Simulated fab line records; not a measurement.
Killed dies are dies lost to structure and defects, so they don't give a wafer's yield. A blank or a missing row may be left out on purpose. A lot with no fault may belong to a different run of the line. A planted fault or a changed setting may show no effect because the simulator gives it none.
A lot that was struck, set against a sound lot    flow sky130    30 out of 708 route steps
Sound: the wafers L565.1, L565.3, L565.4. Struck: wafers L575.1, L575.4, L575.6. At the end, the cause is stated.
Order at every step that has rows: each side's tool, ch and its chambers, its first start. Under that, the readings that differ: sound wafers    struck wafers    difference of the means    sigmas: that difference in standard deviations of wafers without a fault.
alike: a reading whose means differ by less than 2 such deviations, as well as words and numbers matching on both sides. not compared: withheld readings; readings where some wafer has no value; bounds like >300 that might hide an equal value; numbers whose values overlap and for which the record gives no deviation.
Wherever a step has rows on one side only, a row that says differs or no value, or a row with sigmas, the two part there. Numbers that don't overlap but have no deviation are shown without sigmas and don't part them. A reading missing from all wafers of one side parts the sides only when that side holds two or more wafers.

first, 5 steps without rows for these wafers: SKY_SONOS_ONO_COAT_08 (resist thk 1140 nm); SKY_SONOS_ONO_SOFTBAKE_09 (time 60 s); SKY_SONOS_ONO_EXPOSE_10 (exposes mask ONOM, target cd 410 nm); SKY_SONOS_ONO_PEB_11; SKY_SONOS_ONO_DEVELOP_12 (develop time 60 s).
SKY_SONOS_ONO_CD_MEAS_13 targets a cd of 410 nm.
  sound on cd sem-01 at day 14 01:37; struck on cd sem-02 at day 17 10:12
  alike: cd nm
SKY_SONOS_ONO_OVL_MEAS_14:
  sound on overlay-02 at day 14 01:44; struck on overlay-01 at day 17 10:19
  alike: SONOS_ONO_OVL
SKY_SONOS_ONO_ETCH_15: etches the open film in CHF3/O2, target depth 19.52 nm, time 7.8 s.
  sound on rie diel-04 ch 0,2,3, day 14 01:46; struck on rie diel-04 ch 1,2,3, day 17 10:22
  alike: drypump motor current A, oes product au, throttle valve pct
  not compared: rf hours counter h
then, 1 step without rows for these wafers: SKY_SONOS_ONO_WET_ETCH_16 (etches SiO2 in dHF, target depth 14 nm, time 280 s).
SKY_SONOS_ONO_STRIP_17: strips in O2/N2.
  sound on plasma asher-02 ch 0,1, day 14 01:53; struck on plasma asher-02 ch 0,1, day 17 10:28
reading                       sound              struck             difference  sigmas
strip time to endpoint s (s)  14.15 14.14 14.13  14.00 14.04 14.03  -0.12       -3
  alike: drypump motor current A, oes product au
  not compared: rf hours counter h
then, 2 steps without rows for these wafers: SKY_SONOS_ONO_WET_ETCH_18 (etches Si3N4 in H3PO4, target depth 15 nm, time 172 s); SKY_GATE_OXIDE_CLEAN_00 (cleans in SC1/SC2, time 150 s).
SKY_GATE_OXIDE_OXIDATION_01: stabilise 600 s, purge 300 s, target thk 10.268 nm.
  sound on furnace-02 ch 0, day 14 04:42; struck on furnace-02 ch 0, day 17 12:01
reading                                            sound                 struck               difference  sigmas
spike tc bottom C (C)                              918.1 917.4 918.6     913.1 913.1 914.7    -4.4        -5
spike tc centre C (C)                              902.1 901.5 900.0     895.4 897.4 897.3    -4.5        -4
spike tc lower C (C)                               899.3 900.1 900.2     894.9 894.7 895.2    -4.9        -4
spike tc top C (C)                                 914.2 913.8 913.9     909.8 909.1 909.7    -4.4        -4
tube center temp C (C)                             899.93 899.97 899.96  896.05 896.13 896.1  -3.86       -50
tube_center_temp_C_max                             902.4 902.0 902.1     898.5 897.7 898.4    -4.0        -11
model.SiO2_of_GATE_OXIDE_OXIDATION_01.thk nm (nm)  10.31 10.35 10.25     9.957 9.896 10.04    -0.339      
  alike: zone power lower pct, zone power top pct
SKY_GATE_OXIDE_THK_MEAS_02:
  sound on film metro-03 at day 14 06:07; struck on film metro-01 at day 17 13:25
  alike: GATE_OXIDE_OXIDATION_00_THK
then, 7 steps without rows for these wafers: SKY_GATE_OXIDE_DEHYDRATE_03 (time 60 s); SKY_GATE_OXIDE_HMDS_04 (prime time 60 s); SKY_GATE_OXIDE_COAT_05 (resist thk 1140 nm); SKY_GATE_OXIDE_SOFTBAKE_06 (time 60 s); SKY_GATE_OXIDE_EXPOSE_07 (exposes mask LVOM, target cd 600 nm); SKY_GATE_OXIDE_PEB_08; SKY_GATE_OXIDE_DEVELOP_09 (develop time 60 s).
SKY_GATE_OXIDE_OVL_MEAS_10:
  sound on overlay-01 at day 15 08:09; struck on overlay-02 at day 18 18:42
  alike: GATE_OXIDE_OVL
then, 2 steps without rows for these wafers: SKY_GATE_OXIDE_IMPLANT_11; SKY_GATE_OXIDE_WET_ETCH_12 (etches SiO2 in dHF, target depth 16.8 nm, time 336 s).
SKY_GATE_OXIDE_STRIP_13: strips in O2/N2.
  sound on plasma asher-04 ch 0,1, day 15 08:26; struck on plasma asher-04 ch 0,1, day 18 18:59
  alike: drypump motor current A, oes product au, strip time to endpoint s
  not compared: rf hours counter h
SKY_GATE_OXIDE_TW_MEAS_14:
  sound on film metro-02 at day 15 08:32; struck on film metro-01 at day 18 19:05
reading        sound              struck             difference  sigmas
GATE_OXIDE_TW  228.8 231.2 229.7  223.5 223.5 224.7  -6.0        -2
then, 1 step without rows for these wafers: SKY_GATE_OXIDE_CLEAN_15 (cleans in SC1/SC2, time 150 s).
SKY_GATE_OXIDE_OXIDATION_16: stabilise 600 s, purge 300 s, target thk 3.57 nm.
  sound on furnace-01 ch 0, day 15 09:32; struck on furnace-01 ch 0, day 18 19:55
reading                                            sound              struck             difference  sigmas
model.SiO2_of_GATE_OXIDE_OXIDATION_01.thk nm (nm)  11.62 11.66 11.55  11.33 11.29 11.44  -0.26       
  alike: ox temp c, ramp down c per min, spike tc bottom C, spike tc centre C, spike tc lower C, spike tc top C, tube center temp C, tube_center_temp_C_max, zone power lower pct, zone power top pct
then, 1 step without rows for these wafers: SKY_POLY_GATE_CVD_00 (deposits poly-Si, target thk 180 nm, time 720 s).
-- the record jumps here: 30 days lie between the struck wafers' starts before and after (it left off in module POLY_GATE and takes up again in module PAD_OPEN, whose first step shown is number 708 of the route) --
SKY_PAD_OPEN_PROBE_99:
  sound on prober-02 at day 46 20:17; struck on prober-02 at day 49 00:28
reading                                       sound                 struck                difference  sigmas
model.etest.pfet g5v0d10v5.drive ua um        345.4 339.2 344.4     349.3 354.4 347.8     +7.5        
model.etest.cap thick oxide.gate log10 a cm2  -7.108 -7.118 -7.008  -6.724 -6.695 -6.825  +0.330      
model.etest.cap thick oxide.gate bv v (V)     15.72 15.7 15.42      15.15 15.4 15.24      -0.35       
  alike: killed_at_M0_to_M3, killed_at_M4_up, killed at contacts, killed at front end, killed at other, killed dies, killed open, killed short
  not compared: model.etest.tip sonos.rs ohm sq, model.etest.nfet g5v0d10v5.r on ohm um, model.etest.nfet g5v0d10v5.drive ua um, model.etest.nfet_05v0_nvt.drive ua um, model.etest.nfet_16v.drive ua um

WHERE THEY PART
First at SKY_SONOS_ONO_STRIP_17; last, within this record, at SKY_GATE_OXIDE_TW_MEAS_14. Later steps at which nothing parts them and some readings are alike: SKY_GATE_OXIDE_OXIDATION_16, SKY_PAD_OPEN_PROBE_99.

WHY: what had been put in by the simulator
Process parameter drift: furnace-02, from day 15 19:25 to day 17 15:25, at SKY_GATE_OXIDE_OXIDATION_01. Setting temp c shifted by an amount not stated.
